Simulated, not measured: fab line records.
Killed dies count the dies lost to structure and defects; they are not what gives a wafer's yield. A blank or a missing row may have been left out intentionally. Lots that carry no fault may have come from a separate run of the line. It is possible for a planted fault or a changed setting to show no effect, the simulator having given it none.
2 desks looking at one fault + flow gf180mcu + every desk sees just its own numbers, and what lay behind them comes last

DESK OF THE TOOL OWNER: cmp-02
The tool's own readings at GF_V1_CMP_04 (polishes SiO2): means of the sampled wafers that have a number, for each lot that ran on this tool. If a lot's mean is further than 4 standard deviations from the usual mean, the lot is out of limits and carries the mark OUT (the distance appears in the brackets).
Columns: A = motor_current_A at GF_V1_CMP_04, usual 12.2 A; B = time_to_endpoint_s at GF_V1_CMP_04, usual 80 s
| lot  | first seen here | A    | B  |
|------|-----------------|------|----|
| L538 | day 16 20:29    | 11.8 | 85 |
| L551 | day 22 00:29    | 11.7 | 88 |
| L552 | day 22 07:08    | 10.9 | 98 |
| L559 | day 24 19:13    | 10.7 | 85 |
| L561 | day 25 10:26    | 12.4 | 75 |
This desk's verdict: no lot among the 5 shows anything out of limits.

FROM THE METROLOGY DESK
Lot by lot, what the gauges showed, no matter which tool ran the lot: averages of those sampled wafers that carry a number. If a lot's mean is further than 4 standard deviations from the usual mean, the lot is out of limits and carries the mark OUT (the distance appears in the brackets).
Columns: A = V1_OVL at GF_V1_OVL_MEAS_15, usual 1 nm
| lot  | first seen here | A  |
|------|-----------------|----|
| L538 | day 17 19:44    | 5  |
| L541 | day 19 03:08    | 7  |
| L542 | day 19 14:20    | 0  |
| L549 | day 22 09:53    | -0 |
| L551 | day 23 00:40    | -4 |
| L552 | day 23 06:53    | -2 |
| L555 | day 24 15:32    | -4 |
| L557 | day 25 00:35    | 2  |
| L558 | day 25 08:29    | -1 |
| L559 | day 25 16:09    | 4  |
| L560 | day 26 00:56    | 0  |
| L561 | day 26 08:01    | 1  |
This desk's verdict: no lot among the 12 shows anything out of limits.

ALL TOGETHER
The desk of the tool owner found nothing out of limits.
From the metrology desk's view, nothing was out of limits.

WHAT THE SIMULATOR HAD INSERTED
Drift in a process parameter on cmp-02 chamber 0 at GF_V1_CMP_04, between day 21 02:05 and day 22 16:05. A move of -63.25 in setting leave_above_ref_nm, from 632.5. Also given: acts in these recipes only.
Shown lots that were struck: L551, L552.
